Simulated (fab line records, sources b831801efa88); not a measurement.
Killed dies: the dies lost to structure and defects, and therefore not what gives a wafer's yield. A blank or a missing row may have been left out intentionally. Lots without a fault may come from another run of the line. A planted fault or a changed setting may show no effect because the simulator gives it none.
Split-lot study / flow gf180mcu / route with 602 steps; 5 lots, 23 wafers read

## THE SPLIT ITSELF
At GF_STI_ETCH_13 (etches the open film in CHF3/O2, stops on Si, target depth 282.31 nm, time 112.9 s), the setting sourceW was moved away from the recipe's 600 W on 11 of the 23 wafers read, by -10.0% to +9.5%. The other wafers ran this setting at the recipe's value.

The reading is taken at the split's own step.

## THE READING
KrF_of_STI_COAT_07.thkNm (the simulator's own value, which no gauge read), in nm, at GF_STI_ETCH_13 (etches the open film in CHF3/O2, stops on Si, target depth 282.31 nm, time 112.9 s). The file gives no usual value for it. Average 431.5 nm, standard deviation 3.4 nm, over the 12 wafers here run with the recipe.

wafer=L074.1; tool, chamber at the split=rieDiel-02, 2; sourceW as run, W=549.3; against the recipe=-8.5%; KrF_of_STI_COAT_07.thkNm, nm=439; against lot-mates on the recipe=+8.1
wafer=L074.3; tool, chamber at the split=rieDiel-02, 0; sourceW as run, W=600; against the recipe=recipe; KrF_of_STI_COAT_07.thkNm, nm=432.6; against lot-mates on the recipe=-
wafer=L074.4; tool, chamber at the split=rieDiel-02, 3; sourceW as run, W=600; against the recipe=recipe; KrF_of_STI_COAT_07.thkNm, nm=430.9; against lot-mates on the recipe=-
wafer=L074.5; tool, chamber at the split=rieDiel-02, 0; sourceW as run, W=549.3; against the recipe=-8.5%; KrF_of_STI_COAT_07.thkNm, nm=439.5; against lot-mates on the recipe=+8.6
wafer=L074.6; tool, chamber at the split=rieDiel-02, 1; sourceW as run, W=600; against the recipe=recipe; KrF_of_STI_COAT_07.thkNm, nm=429.3; against lot-mates on the recipe=-
wafer=L076.1; tool, chamber at the split=rieDiel-02, 0; sourceW as run, W=600; against the recipe=recipe; KrF_of_STI_COAT_07.thkNm, nm=433.1; against lot-mates on the recipe=-
wafer=L076.2; tool, chamber at the split=rieDiel-02, 3; sourceW as run, W=600; against the recipe=recipe; KrF_of_STI_COAT_07.thkNm, nm=435; against lot-mates on the recipe=-
wafer=L076.3; tool, chamber at the split=rieDiel-02, 2; sourceW as run, W=581.7; against the recipe=-3.0%; KrF_of_STI_COAT_07.thkNm, nm=436.7; against lot-mates on the recipe=+2.6
wafer=L076.5; tool, chamber at the split=rieDiel-02, 2; sourceW as run, W=581.7; against the recipe=-3.0%; KrF_of_STI_COAT_07.thkNm, nm=437.5; against lot-mates on the recipe=+3.4
wafer=L076.6; tool, chamber at the split=rieDiel-02, 3; sourceW as run, W=581.7; against the recipe=-3.0%; KrF_of_STI_COAT_07.thkNm, nm=434.8; against lot-mates on the recipe=+0.8
wafer=L078.1; tool, chamber at the split=rieDiel-01, 3; sourceW as run, W=656.9; against the recipe=+9.5%; KrF_of_STI_COAT_07.thkNm, nm=421; against lot-mates on the recipe=-11.2
wafer=L078.2; tool, chamber at the split=rieDiel-01, 2; sourceW as run, W=600; against the recipe=recipe; KrF_of_STI_COAT_07.thkNm, nm=432; against lot-mates on the recipe=-
wafer=L078.3; tool, chamber at the split=rieDiel-01, 0; sourceW as run, W=656.9; against the recipe=+9.5%; KrF_of_STI_COAT_07.thkNm, nm=417.7; against lot-mates on the recipe=-14.5
wafer=L078.4; tool, chamber at the split=rieDiel-01, 1; sourceW as run, W=600; against the recipe=recipe; KrF_of_STI_COAT_07.thkNm, nm=432.4; against lot-mates on the recipe=-
wafer=L078.5; tool, chamber at the split=rieDiel-01, 0; sourceW as run, W=656.9; against the recipe=+9.5%; KrF_of_STI_COAT_07.thkNm, nm=416.4; against lot-mates on the recipe=-15.8
wafer=L083.1; tool, chamber at the split=rieDiel-01, 1; sourceW as run, W=600; against the recipe=recipe; KrF_of_STI_COAT_07.thkNm, nm=425.1; against lot-mates on the recipe=-
wafer=L083.2; tool, chamber at the split=rieDiel-01, 3; sourceW as run, W=539.9; against the recipe=-10.0%; KrF_of_STI_COAT_07.thkNm, nm=432.9; against lot-mates on the recipe=+7.9
wafer=L083.3; tool, chamber at the split=rieDiel-01, 0; sourceW as run, W=539.9; against the recipe=-10.0%; KrF_of_STI_COAT_07.thkNm, nm=431.4; against lot-mates on the recipe=+6.4
wafer=L083.4; tool, chamber at the split=rieDiel-01, 2; sourceW as run, W=539.9; against the recipe=-10.0%; KrF_of_STI_COAT_07.thkNm, nm=434.4; against lot-mates on the recipe=+9.4
wafer=L083.6; tool, chamber at the split=rieDiel-01, 1; sourceW as run, W=600; against the recipe=recipe; KrF_of_STI_COAT_07.thkNm, nm=424.9; against lot-mates on the recipe=-
wafer=L084.1; tool, chamber at the split=rieDiel-04, 2; sourceW as run, W=600; against the recipe=recipe; KrF_of_STI_COAT_07.thkNm, nm=434.8; against lot-mates on the recipe=-
wafer=L084.4; tool, chamber at the split=rieDiel-04, 1; sourceW as run, W=600; against the recipe=recipe; KrF_of_STI_COAT_07.thkNm, nm=431.7; against lot-mates on the recipe=-
wafer=L084.6; tool, chamber at the split=rieDiel-04, 0; sourceW as run, W=600; against the recipe=recipe; KrF_of_STI_COAT_07.thkNm, nm=436.3; against lot-mates on the recipe=-

FIT RESULTS
A straight line over all 23 wafers: KrF_of_STI_COAT_07.thkNm changes by -0.843 nm for each +1% of sourceW; r = -0.76; the points scatter about the line by 4.2 nm.
The same after taking each lot's own level away (the mean of its wafers on the recipe; 23 wafers): -1.11 nm for each +1%; r = -0.96; scatter 2 nm.
The reading moves by 11 nm for the largest change in sourceW, on that fit.
The span of the lots' own levels, 425.00 to 434.27 nm, comes to 2.7 times the standard deviation stated above.
So the lot-to-lot level blurs the effect unless lot-mates are compared.
Check: for one of the wafers moved furthest among these (-10.0%), held out of the fit, the line's prediction against its lot-mates is +10.4 nm. It came out at +7.9 nm against them.
Tool readings at the split's step, against how far the setting was moved: oesProductAu r = +0.39.

## FURTHER SPLITS ON THESE WAFERS
Note: prior to the reading, these wafers also went through further splits. Each is held against what the fit with the lots' levels taken away leaves over:
other split on the same wafers=GF_STI_CVD_03 timeS; wafers away from the commonest value=10; r with KrF_of_STI_COAT_07.thkNm (lot level and that fit taken away)=-0.22

## THE FILE'S OWN FIT
KrF_of_STI_COAT_07.thkNm changes by -1.06 nm for each +1% of sourceW, r = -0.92.
